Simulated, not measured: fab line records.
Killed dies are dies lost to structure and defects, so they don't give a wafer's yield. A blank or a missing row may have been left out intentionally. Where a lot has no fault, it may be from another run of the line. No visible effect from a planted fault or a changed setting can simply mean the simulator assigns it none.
Comparing a struck lot with a sound one | flow sky130 | 17 steps out of a route of 708
Sound: these wafers, L632.1, L632.3, L632.5. Wafers struck: L638.2, L638.4, L638.5. The cause is given at the end.
Order at every step that has rows: each side's tool, ch and its chambers, its first start. Under that, the readings that differ: sound wafers | struck wafers | difference of the means | sigmas: that difference in standard deviations of wafers without a fault.
alike: a reading whose means differ by less than 2 such deviations, as well as words and numbers matching on both sides. not compared: withheld readings; readings where some wafer has no value; bounds like >300 that might hide an equal value; numbers whose values overlap and for which the record gives no deviation.
Wherever a step has rows on one side only, a row that says differs or no value, or a row with sigmas, the two part there. Non-overlapping numbers with no deviation appear without sigmas and do not part them. A reading missing from all wafers of one side parts the sides only when that side holds two or more wafers.

first, 1 step without rows for these wafers: SKY_LDD_N_IMPLANT_15.
SKY_LDD_N_STRIP_16: strips in O2/N2.
  sound on plasma_asher-04 ch 0,1, day 21 07:05; struck on plasma_asher-04 ch 0,1, day 23 06:44
  alike: drypump_motor_current_A, oes_product_au, strip_time_to_endpoint_s
  not compared: rf_hours_counter_h
SKY_LDD_N_TW_MEAS_17:
  sound on film_metro-03 at day 21 07:11; struck on film_metro-03 at day 23 06:50
  alike: LDD_N_TW
then, 7 steps without rows for these wafers: SKY_LDD_P_DEHYDRATE_00 (time 60 s); SKY_LDD_P_HMDS_01 (prime time 60 s); SKY_LDD_P_COAT_02 (resist thk 1140 nm); SKY_LDD_P_SOFTBAKE_03 (time 60 s); SKY_LDD_P_EXPOSE_04 (exposes mask PSDM, target cd 380 nm); SKY_LDD_P_PEB_05; SKY_LDD_P_DEVELOP_06 (develop time 60 s).
SKY_LDD_P_CD_MEAS_07: the cd target is 380 nm.
  sound on cd_sem-01 at day 22 13:37; struck on cd_sem-02 at day 24 12:11
  alike: cd_nm
SKY_LDD_P_OVL_MEAS_08:
  sound on overlay-02 at day 22 13:44; struck on overlay-01 at day 24 12:17
  alike: LDD_P_OVL
SKY_LDD_P_IMPLANT_09:
  sound on implanter-03 ch 0, day 22 13:46; struck on implanter-03 ch 0, day 24 12:20
  reading            | sound           | struck         | difference | sigmas
  beam_on_s (s)      | 10.32 9.90 9.85 | 7.63 7.57 7.80 | -2.36      | -12
  faraday_current_uA | 54.7 56.8 57.1  | 73.4 74.3 72.0 | +17.0      | +17
  alike: dose_ions_cm2
SKY_LDD_P_STRIP_10: strips in O2/N2.
  sound on plasma_asher-03 ch 0,1, day 22 13:55; struck on plasma_asher-01 ch 0, day 24 12:28
  reading               | sound             | struck            | difference | sigmas
  oes_product_au (a.u.) | 0.722 0.715 0.718 | 0.704 0.709 0.707 | -0.012     | -2
  alike: drypump_motor_current_A, strip_time_to_endpoint_s
  not compared: rf_hours_counter_h
SKY_LDD_P_TW_MEAS_11:
  sound on film_metro-04 at day 22 14:01; struck on film_metro-02 at day 24 12:34
  reading  | sound             | struck            | difference | sigmas
  LDD_P_TW | 637.2 637.0 638.9 | 584.9 588.4 587.3 | -50.8      | -20
then, 1 step without rows for these wafers: SKY_LDD_HVN_DEHYDRATE_00 (time 60 s).
-- a jump in the record: the struck wafers' starts before and after are 25 days apart (it breaks off in module LDD_HVN and resumes in module PAD_OPEN, where the first step shown is number 708 of the route) --
SKY_PAD_OPEN_PROBE_99:
  sound on prober-02 at day 48 14:02; struck on prober-02 at day 49 09:43
  reading                           | sound             | struck            | difference | sigmas
  killed_at_M4_up                   | 8 7 7             | 4 1 2             | -5         | -3
  model.etest.tip_p.rs_ohm_sq       | 6752 6795 6725    | 8450 8510 8470    | +1719      |
  model.etest.tip_p.rs_ohm_sq_range | 93.02 180.4 113.2 | 305.3 386.4 216.2 | +173.8     |
  alike: killed_at_M0_to_M3, killed_at_contacts, killed_at_front_end, killed_at_other, killed_dies, killed_open, killed_short

== WHERE THEY PART ==
At SKY_LDD_P_IMPLANT_09 first; at SKY_PAD_OPEN_PROBE_99 last (within this record only).

WHY: what the simulator had put in
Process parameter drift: implanter-03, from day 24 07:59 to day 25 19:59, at SKY_LDD_P_IMPLANT_09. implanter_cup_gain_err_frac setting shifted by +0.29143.
